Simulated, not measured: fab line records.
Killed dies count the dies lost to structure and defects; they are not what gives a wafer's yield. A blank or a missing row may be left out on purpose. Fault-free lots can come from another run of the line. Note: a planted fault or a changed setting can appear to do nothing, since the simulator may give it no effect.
The tool behind it: which one? :: flow gf180mcu :: 14 lots with 42 wafers sampled at 2 steps, on a route of 602 steps

WHAT THE GAUGES READ, wafer by wafer
GF_SAB_OVL_MEAS_10. Usual: SAB_OVL typically reads 0.2 nm, with standard deviation 1.3.
lot: L819
measured: day 15 05:03
on: overlay-01
SAB_OVL (nm): -0.9 1.3 -1.1
flag: 

lot: L820
measured: day 15 21:45
on: overlay-01
SAB_OVL (nm): -1.3 -2.9 -0.6
flag: 

lot: L821
measured: day 15 22:02
on: overlay-01
SAB_OVL (nm): -1.4 -0.6 -0.5
flag: 

lot: L823
measured: day 16 15:50
on: overlay-01
SAB_OVL (nm): -0.9 -0.6 -0.5
flag: 

lot: L824
measured: day 17 01:35
on: overlay-01
SAB_OVL (nm): 1.7 0.9 1.5
flag: 

lot: L826
measured: day 18 00:44
on: overlay-02
SAB_OVL (nm): 1.0 1.4 1.2
flag: 

lot: L828
measured: day 18 09:53
on: overlay-02
SAB_OVL (nm): -0.1 0.5 0.0
flag: 

lot: L829
measured: day 18 22:47
on: overlay-01
SAB_OVL (nm): 1.5 1.7 -0.3
flag: 

lot: L830
measured: day 19 07:05
on: overlay-02
SAB_OVL (nm): -1.3 0.6 -0.3
flag: 

lot: L831
measured: day 19 08:41
on: overlay-02
SAB_OVL (nm): 0.0 -0.2 -1.6
flag: 

lot: L833
measured: day 20 00:59
on: overlay-02
SAB_OVL (nm): -1.0 0.2 0.5
flag: 

lot: L834
measured: day 20 09:35
on: overlay-02
SAB_OVL (nm): -0.8 1.6 0.8
flag: 

lot: L840
measured: day 22 07:51
on: overlay-02
SAB_OVL (nm): -2.4 0.0 0.3
flag: 

lot: L842
measured: day 23 05:26
on: overlay-02
SAB_OVL (nm): -1.8 0.0 -0.9
flag: 

TOOL THAT RAN EACH LOT (tool first, then ch and the chambers of the sampled wafers, then the start)
lot: L819
GF_SAB_CVD_00: pecvd-01 ch 0,1,2, day 14 07:46

lot: L820
GF_SAB_CVD_00: pecvd-01 ch 0,1, day 15 00:28

lot: L821
GF_SAB_CVD_00: pecvd-02 ch 0,2, day 15 00:46

lot: L823
GF_SAB_CVD_00: pecvd-01 ch 0,1, day 15 17:22

lot: L824
GF_SAB_CVD_00: pecvd-02 ch 0,2, day 16 02:38

lot: L826
GF_SAB_CVD_00: pecvd-01 ch 0,1, day 17 01:34

lot: L828
GF_SAB_CVD_00: pecvd-02 ch 0,2, day 17 11:04

lot: L829
GF_SAB_CVD_00: pecvd-01 ch 0,2, day 17 23:52

lot: L830
GF_SAB_CVD_00: pecvd-02 ch 0,1, day 18 07:01

lot: L831
GF_SAB_CVD_00: pecvd-01 ch 0,1,2, day 18 08:49

lot: L833
GF_SAB_CVD_00: pecvd-01 ch 1,2, day 19 01:01

lot: L834
GF_SAB_CVD_00: pecvd-02 ch 0,1, day 19 09:43

lot: L840
GF_SAB_CVD_00: pecvd-04 ch 0,2, day 21 08:55

lot: L842
GF_SAB_CVD_00: pecvd-02 ch 0,1,2, day 22 06:25
- GF_SAB_CVD_00: deposits SiO2 from TEOS, target thk 50 nm, time 4.9302 s.

WHAT THE TOOLS THEMSELVES READ (means of the sampled wafers that have a number; where no wafer has one, the mark that the record gives instead)
GF_SAB_CVD_00. Usual: heater power w 663 W, standard deviation 82; susceptor temp C 400.03 C, standard deviation 0.21.
lot: L819
tool: pecvd-01
heater power w (W): 625
susceptor temp C (C): 400.01
flag: 

lot: L820
tool: pecvd-01
heater power w (W): 643
susceptor temp C (C): 400.02
flag: 

lot: L821
tool: pecvd-02
heater power w (W): 656
susceptor temp C (C): 400.00
flag: 

lot: L823
tool: pecvd-01
heater power w (W): 658
susceptor temp C (C): 399.97
flag: 

lot: L824
tool: pecvd-02
heater power w (W): 564
susceptor temp C (C): 400.19
flag: 

lot: L826
tool: pecvd-01
heater power w (W): 564
susceptor temp C (C): 399.82
flag: 

lot: L828
tool: pecvd-02
heater power w (W): 624
susceptor temp C (C): 399.94
flag: 

lot: L829
tool: pecvd-01
heater power w (W): 683
susceptor temp C (C): 400.01
flag: 

lot: L830
tool: pecvd-02
heater power w (W): 758
susceptor temp C (C): 400.07
flag: 

lot: L831
tool: pecvd-01
heater power w (W): 622
susceptor temp C (C): 400.09
flag: 

lot: L833
tool: pecvd-01
heater power w (W): 686
susceptor temp C (C): 400.21
flag: 

lot: L834
tool: pecvd-02
heater power w (W): 668
susceptor temp C (C): 400.20
flag: 

lot: L840
tool: pecvd-04
heater power w (W): 668
susceptor temp C (C): 399.98
flag: 

lot: L842
tool: pecvd-02
heater power w (W): 672
susceptor temp C (C): 400.10
flag: 

THE ANSWER, worked out from the rows above alone
Rule: a lot is off if the mean of its wafers that have a number lies more than 3 standard deviations from the usual mean. A lot without any number at a reading at which 4 lots or more have one is off too. Any other lot the step has rows for is counted as sound. After the gauges, taken in route order, come the tools' own readings; for these a lot's mean is taken, as printed above. At the first step where some lot is off, the reading lying furthest off is the one used; lots without a number count as furthest.
No lot is off on any of the readings shown, so nothing can be concluded from this.

WHAT WAS PUT IN BY THE SIMULATOR
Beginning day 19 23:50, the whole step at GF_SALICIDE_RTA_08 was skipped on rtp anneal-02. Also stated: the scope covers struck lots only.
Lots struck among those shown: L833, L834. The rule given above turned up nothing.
